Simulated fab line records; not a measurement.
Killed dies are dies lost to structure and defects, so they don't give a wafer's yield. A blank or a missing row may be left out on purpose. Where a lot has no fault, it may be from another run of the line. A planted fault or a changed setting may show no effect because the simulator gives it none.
fab line records	flow sky130
record lots=11	wafers=33	last-day=50
route steps=708 shown CONTACT@407 METAL1@453 VIA1@459 PAD_OPEN@708
lots with no fault: from the same line, run without faults
start-h: the number of hours between the record's first day and the start of the first shown wafer of the lot	wait-h: how many hours have passed since the lot's step before this one	" repeats the value in the row above	L1.1+2: one row covering several wafers at once	- no value, or no start was given	* or withheld: withheld	< > ~ a bound
route shown NAME@n: names a module that has steps shown in the file, with the first one's number in the route	usual: average and standard deviation across the fault-free wafers	same: alike in all rows	chamber/n: place in a boat	sites: readings site by site	_std_site: their standard deviation	_edge_site: mean of outer sites minus mean of inner sites	radius-mm: how far each site lies from the wafer's centre	mask NAME#n: copy n	behind: tool/chamber where the wafer was last shaped	hold: reason for holding the lot/hours on hold/outcome of the hold	device: whichever transistor did not switch (one of n, p or np)	end of line: the tests these same wafers got at the end of their route	a step without rows: its recipe alone	killed: not the wafer's yield, but the dies lost to structure and defects at the first sort	map: dies across one wafer; x = killed, . = not, _ = none there
set.NAME: the setting that was run; set.NAME@STEP: the one run at that earlier step	model.NAME: the simulator's own value behind a step, which no gauge read
a sample of lots followed through the steps of the route, with each step as a table and each wafer as a row
services: when a tool's chamber went out of use (start-h, in hours from the record's first day, below 0 if earlier), for how many hours, and the reason
## steps
# step SKY_CONTACT_THK_MEAS_01
# recipe reads=Si3N4_of_CONTACT_CVD_00
# usual CONTACT_CVD_00_THK=74.9/0.93
lot.wafer	tool	chamber	start-h	wait-h	CONTACT_CVD_00_THK[nm]
L586.3	film-metro-01	-	720.47	-	74.4
L586.5	"	-	"	"	74.9
L586.6	"	-	"	"	75.3
L587.1	film-metro-02	-	727.98	-	74.6
L587.4	"	-	"	"	75.2
L587.6	"	-	"	"	75.5
L588.1	film-metro-03	-	740.91	-	74.1
L588.3	"	-	"	"	76.0
L588.4	"	-	"	"	75.9
L590.2	film-metro-01	-	751.75	-	74.7
L590.3	"	-	"	"	73.2
L590.5	"	-	"	"	74.9
L597.2	film-metro-01	-	808.84	-	74.2
L597.3	"	-	"	"	74.4
L597.6	"	-	"	"	75.3
L598.3	film-metro-02	-	811.24	-	73.8
L598.5	"	-	"	"	75.8
L598.6	"	-	"	"	76.7
L599.3	film-metro-01	-	822.88	-	74.0
L599.5	"	-	"	"	74.1
L599.6	"	-	"	"	74.2
L600.1	film-metro-02	-	829.75	-	76.0
L600.4	"	-	"	"	76.0
L600.5	"	-	"	"	76.5
L602.2	film-metro-02	-	855.41	-	73.6
L602.4	"	-	"	"	76.0
L602.6	"	-	"	"	75.6
L605.1	film-metro-02	-	860.99	-	74.4
L605.4	"	-	"	"	76.8
L605.6	"	-	"	"	75.7
L607.2	film-metro-02	-	872.45	-	73.4
L607.5	"	-	"	"	75.8
L607.6	"	-	"	"	76.0
# step SKY_CONTACT_CVD_24
# recipe material=W	target-thk-nm=340	time-s=102.12	temp-c=400	pressure-torr=40
# usual heater-power-w=880/64
lot.wafer	tool	chamber	start-h	wait-h	heater-power-w
L586.3	cvd-w-01	0	749.07	0.1	794
L586.5	"	0	"	"	811
L586.6	"	1	"	"	923
L587.1	cvd-w-01	1	757.68	0.0	934
L587.4	"	0	"	"	799
L587.6	"	1	"	"	941
L588.1	cvd-w-01	1	774.00	0.0	925
L588.3	"	0	"	"	828
L588.4	"	1	"	"	912
L590.2	cvd-w-02	0	782.82	0.0	936
L590.3	"	1	"	"	805
L590.5	"	1	"	"	819
L597.2	cvd-w-02	1	836.59	0.0	813
L597.3	"	1	"	"	810
L597.6	"	0	"	"	943
L598.3	cvd-w-02	1	838.72	0.1	829
L598.5	"	0	"	"	948
L598.6	"	1	"	"	831
L599.3	cvd-w-01	0	850.46	0.1	815
L599.5	"	0	"	"	819
L599.6	"	1	"	"	933
L600.1	cvd-w-02	1	857.09	0.0	812
L600.4	"	0	"	"	931
L600.5	"	0	"	"	951
L602.2	cvd-w-01	0	882.28	0.0	804
L602.4	"	0	"	"	815
L602.6	"	0	"	"	813
L605.1	cvd-w-02	0	888.76	0.0	934
L605.4	"	0	"	"	944
L605.6	"	0	"	"	985
L607.2	cvd-w-02	1	899.90	0.0	832
L607.5	"	0	"	"	944
L607.6	"	1	"	"	840
# step SKY_METAL1_METAL_ETCH_19
# recipe target-depth-a=3600	stop-on=SiO2	over-etch-frac=0.3	time-s=78	chemistry=Cl2/BCl3	resist-sidewall-deg=88	pressure-mtorr=10	icp-w=900	bias-w=48.5	Cl2_flow_sccm=60	bcl3-flow-sccm=30
# usual bias-w=48.50/0.15	drypump-motor-current-A=5.8/0.61	oes-product-au=0.856/0.0056	rf-fwd-power-W=894.4/2.6	throttle-valve-pct=22.265/0.0096
# same over-etch-frac=0.3
lot.wafer	tool	chamber	start-h	wait-h	bias-w	drypump-motor-current-A	oes-product-au	rf-fwd-power-W	rf-hours-counter-h	throttle-valve-pct
L586.3	rie-metal-03	1	776.38	0.1	48.70	5.0	0.864	894.7	-	22.264
L586.5	"	0	"	"	48.72	5.2	0.859	890.8	-	22.255
L586.6	"	1	"	"	48.77	5.0	0.857	894.1	-	22.287
L587.1	rie-metal-02	0	784.25	0.0	48.48	5.5	0.850	893.0	3	22.265
L587.4	"	0	"	"	48.69	5.5	0.849	893.9	-	22.275
L587.6	"	0	"	"	48.64	5.6	0.860	890.6	-	22.265
L588.1	rie-metal-03	1	801.05	0.0	48.94	5.0	0.850	892.3	8	22.277
L588.3	"	1	"	"	48.80	5.0	0.854	894.2	-	22.263
L588.4	"	0	"	"	48.46	5.2	0.853	893.8	-	22.275
L590.2	rie-metal-03	0	809.40	0.0	48.56	5.2	0.861	896.1	1	22.268
L590.3	"	1	"	"	48.37	5.0	0.858	896.2	-	22.266
L590.5	"	1	"	"	48.19	5.0	0.869	894.5	-	22.264
L597.2	rie-metal-01	0	863.30	0.0	48.36	6.1	0.854	898.8	16	22.267
L597.3	"	1	"	"	48.54	6.6	0.858	895.9	-	22.276
L597.6	"	0	"	"	48.44	6.1	0.854	896.3	-	22.275
L598.3	rie-metal-03	1	865.43	0.1	48.37	5.0	0.850	888.9	-	22.256
L598.5	"	0	"	"	54.59	5.2	0.848	894.6	-	22.264
L598.6	"	1	"	"	48.53	5.0	0.847	894.9	-	22.252
L599.3	rie-metal-03	1	876.18	0.1	48.56	5.0	0.854	891.8	-	22.256
L599.5	"	0	"	"	54.70	5.2	0.846	896.2	-	22.265
L599.6	"	1	"	"	48.71	5.0	0.859	888.6	-	22.264
L600.1	rie-metal-01	1	884.59	0.0	48.50	6.6	0.857	894.6	4	22.268
L600.4	"	0	"	"	48.64	6.2	0.858	892.5	-	22.270
L600.5	"	1	"	"	48.29	6.6	0.855	890.9	-	22.250
L602.2	rie-metal-01	1	908.97	0.1	48.35	6.6	0.858	891.8	-	22.256
L602.4	"	1	"	"	48.41	6.6	0.857	889.7	-	22.252
L602.6	"	1	"	"	48.17	6.6	0.849	894.0	-	22.247
L605.1	rie-metal-01	1	915.10	0.1	48.67	6.6	0.858	896.7	6	22.272
L605.4	"	1	"	"	48.73	6.6	0.863	896.4	-	22.265
L605.6	"	1	"	"	48.78	6.6	0.860	895.3	-	22.251
L607.2	rie-metal-02	1	925.45	0.0	48.62	6.2	0.859	901.8	7	22.257
L607.5	"	1	"	"	48.40	6.1	0.858	893.2	-	22.261
L607.6	"	0	"	"	48.53	5.6	0.850	895.4	-	22.270
# step SKY_METAL1_STRIP_20
# recipe chemistry=O2/N2	power-w=1400	pressure-mtorr=1500	platen-temp-c=withheld	o2-flow-sccm=3000	n2-flow-sccm=300	overash-fraction=0.5
# usual drypump-motor-current-A=6.0/0.45	oes-product-au=0.342/0.0053	strip-time-to-endpoint-s=2.68/0.039
lot.wafer	tool	chamber	start-h	wait-h	drypump-motor-current-A	oes-product-au	rf-hours-counter-h	strip-time-to-endpoint-s
L586.3	plasma-asher-01	0	776.48	0.1	6.7	0.335	-	2.64
L586.5	"	0	"	"	6.7	0.332	-	2.62
L586.6	"	1	"	"	5.7	0.338	-	2.70
L587.1	plasma-asher-01	1	784.34	0.1	5.7	0.335	5	2.64
L587.4	"	1	"	"	5.7	0.340	-	2.64
L587.6	"	1	"	"	5.7	0.334	-	2.61
L588.1	plasma-asher-03	0	801.14	0.1	6.1	0.338	70	2.66
L588.3	"	1	"	"	5.5	0.334	-	2.66
L588.4	"	0	"	"	6.1	0.348	-	2.70
L590.2	plasma-asher-03	0	809.49	0.1	6.1	0.337	71	2.64
L590.3	"	1	"	"	5.5	0.342	-	2.65
L590.5	"	1	"	"	5.4	0.349	-	2.66
L597.2	plasma-asher-03	0	863.39	0.1	6.2	0.344	79	2.68
L597.3	"	0	"	"	6.2	0.343	-	2.70
L597.6	"	1	"	"	5.5	0.338	-	2.67
L598.3	plasma-asher-03	0	865.53	0.1	6.1	0.337	-	2.64
L598.5	"	0	"	"	6.1	0.334	-	2.52
L598.6	"	1	"	"	5.5	0.342	-	2.63
L599.3	plasma-asher-01	0	876.27	0.1	6.7	0.336	-	2.66
L599.5	"	0	"	"	6.7	0.333	-	2.51
L599.6	"	1	"	"	5.7	0.341	-	2.67
L600.1	plasma-asher-01	1	884.68	0.1	5.7	0.338	16	2.71
L600.4	"	0	"	"	6.7	0.349	-	2.69
L600.5	"	1	"	"	5.8	0.351	-	2.73
L602.2	plasma-asher-03	1	909.12	0.1	5.5	0.340	83	2.71
L602.4	"	0	"	"	6.1	0.349	-	2.74
L602.6	"	1	"	"	5.5	0.343	-	2.75
L605.1	plasma-asher-01	1	915.28	0.1	5.7	0.347	19	2.74
L605.4	"	0	"	"	6.7	0.335	-	2.73
L605.6	"	0	"	"	6.7	0.337	-	2.75
L607.2	plasma-asher-01	0	925.54	0.1	6.7	0.349	20	2.72
L607.5	"	1	"	"	5.7	0.338	-	2.71
L607.6	"	0	"	"	6.7	0.349	-	2.69
# step SKY_VIA1_THK_MEAS_01
# recipe reads=SiO2_of_VIA1_HDPCVD_00
# usual VIA1_HDPCVD_THK=1031/9.1
lot.wafer	tool	chamber	start-h	wait-h	VIA1_HDPCVD_THK[nm]
L586.3	film-metro-02	-	777.17	0.1	1047
L586.5	"	-	"	"	1030
L586.6	"	-	"	"	1042
L587.1	film-metro-02	-	785.05	0.1	1043
L587.4	"	-	"	"	1033
L587.6	"	-	"	"	1045
L588.1	film-metro-04	-	801.88	0.1	1037
L588.3	"	-	"	"	1035
L588.4	"	-	"	"	1037
L590.2	film-metro-04	-	810.25	0.1	1051
L590.3	"	-	"	"	1034
L590.5	"	-	"	"	1040
L597.2	film-metro-02	-	864.11	0.1	1033
L597.3	"	-	"	"	1018
L597.6	"	-	"	"	1028
L598.3	film-metro-04	-	866.22	0.1	1015
L598.5	"	-	"	"	1016
L598.6	"	-	"	"	1015
L599.3	film-metro-04	-	876.96	0.1	1037
L599.5	"	-	"	"	1037
L599.6	"	-	"	"	1032
L600.1	film-metro-02	-	885.43	0.1	1029
L600.4	"	-	"	"	1021
L600.5	"	-	"	"	1024
L602.2	film-metro-02	-	909.83	0.1	1036
L602.4	"	-	"	"	1039
L602.6	"	-	"	"	1026
L605.1	film-metro-04	-	916.18	0.1	1008
L605.4	"	-	"	"	1015
L605.6	"	-	"	"	1020
L607.2	film-metro-03	-	926.29	0.1	1029
L607.5	"	-	"	"	1025
L607.6	"	-	"	"	1018
# step SKY_PAD_OPEN_PROBE_99
# usual defect-limited-yield=82.2/1.9	killed_at_M0_to_M3=44/6.6	killed_at_M4_up=3.4/1.9	killed-at-contacts=25/5.6	killed-at-front-end=15/4.6	killed-at-other=0.3/0.6	killed-dies=88/9.5	killed-on-rim=17/3.8	killed-open=47/7.1	killed-short=40/6.4	sort_bin_3_pad_short=1.0/0.47	sort_bin_5_function=10.4/1.4	sort_bin_6_memory=6.4/1.1	sort-n-pass=404/9.5	sort-yield-pct=82.2/1.9
# same gross-dies=492	killed-at-back-side=0	sort_bin_4_leakage[%]=0	sort_bin_8_speed[%]=0
lot.wafer	tool	chamber	start-h	wait-h	defect-limited-yield[%]	killed_at_M0_to_M3	killed_at_M4_up	killed-at-contacts	killed-at-front-end	killed-at-other	killed-dies	killed-on-rim	killed-open	killed-short	sort_bin_3_pad_short[%]	sort_bin_5_function[%]	sort_bin_6_memory[%]	sort-n-pass	sort-yield-pct[%]
L600.1	prober-02	-	1165.99	0.1	84.8	44	1	19	11	0	75	15	44	30	0.4	10.0	4.9	417	84.8
L600.4	prober-02	-	1166.14	0.2	79.9	57	5	28	9	0	99	22	62	36	0.8	11.6	7.7	393	79.9
L600.5	prober-02	-	1166.19	0.2	78.5	49	2	34	21	0	106	24	63	41	0.8	13.2	7.5	386	78.5
# killed by level:class
L600.1 VIA1:geometric-particle:open=12 CONTACT:geometric-particle:open=8 METAL1:geometric-particle:short=5 METAL2:geometric-particle:open=5 LI_CONTACT:geometric-particle:open=4 METAL2:geometric-particle:short=4 VIA2:geometric-particle:open=4 CONTACT:geometric-particle:short=4
L600.4 VIA1:geometric-particle:open=18 VIA3:geometric-particle:open=15 LI_CONTACT:geometric-particle:open=8 CONTACT:geometric-particle:open=7 VIA1:geometric-particle:short=5 METAL1:geometric-particle:short=5 VIA2:geometric-particle:open=5 LI_CONTACT:geometric-particle:short=4
L600.5 VIA1:geometric-particle:open=15 LI_CONTACT:geometric-particle:open=12 CONTACT:geometric-particle:open=10 FIELD_ISO:geometric-particle:short=7 VIA2:geometric-particle:open=7 LI_CONTACT:geometric-particle:short=6 VIA3:geometric-particle:open=6 FIELD_ISO:geometric-particle:open=5
## services
tool	chamber	start-h	hours	kind
plasma-asher-01	-	733.75	9.0	pm
plasma-asher-01	0	733.75	9.0	vent-cycle
plasma-asher-01	1	733.75	9.0	vent-cycle
plasma-asher-01	0	742.75	-	clean
plasma-asher-01	1	742.75	-	clean
rie-metal-03	0	743.89	-	clean
rie-metal-03	0	743.89	23.1	scheduled-down
rie-metal-03	0	743.89	23.1	vent-cycle
plasma-asher-01	-	745.79	4.5	repair
plasma-asher-01	-	766.41	6.7	repair
cvd-w-01	-	778.07	0.5	repair
rie-metal-01	-	796.05	4.3	pm
plasma-asher-01	-	827.69	14.6	pm
cvd-w-01	1	831.93	11.4	repair
cvd-w-01	0	836.09	4.9	repair
cvd-w-02	-	852.52	1.0	repair
rie-metal-03	-	858.04	2.8	pm
rie-metal-01	0	891.67	41.1	repair
cvd-w-01	-	904.00	14.0	pm
cvd-w-01	0	904.00	14.0	vent-cycle
cvd-w-01	1	904.00	14.0	vent-cycle
cvd-w-02	-	904.36	0.5	repair
cvd-w-02	-	913.19	1.1	repair
cvd-w-01	0	918.00	-	clean
## key
first-sign step=SKY_METAL1_METAL_ETCH_19	reading=bias-w	direction=up	sigmas=40	usual=48.50	struck=54.65
effect step=SKY_METAL1_STRIP_20	reading=strip-time-to-endpoint-s	direction=down	sigmas=4.2	usual=*	struck=*
met-at SKY_METAL1_METAL_ETCH_19
struck-lots L598,L599
struck-wafers L598.5,L599.5
not-acting-at SKY_CONTACT_THK_MEAS_01,SKY_CONTACT_CVD_24,SKY_VIA1_THK_MEAS_01
onset-between 809.40 865.43
fault kind=process-parameter-drift	tool=rie-metal-03	chamber=0	onset-h=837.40	steps=SKY_METAL1_METAL_ETCH_19	channel=bias-w	offset=6.1173	shape=step	end-h=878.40	acts-in=these-recipes-only	stated=48.5
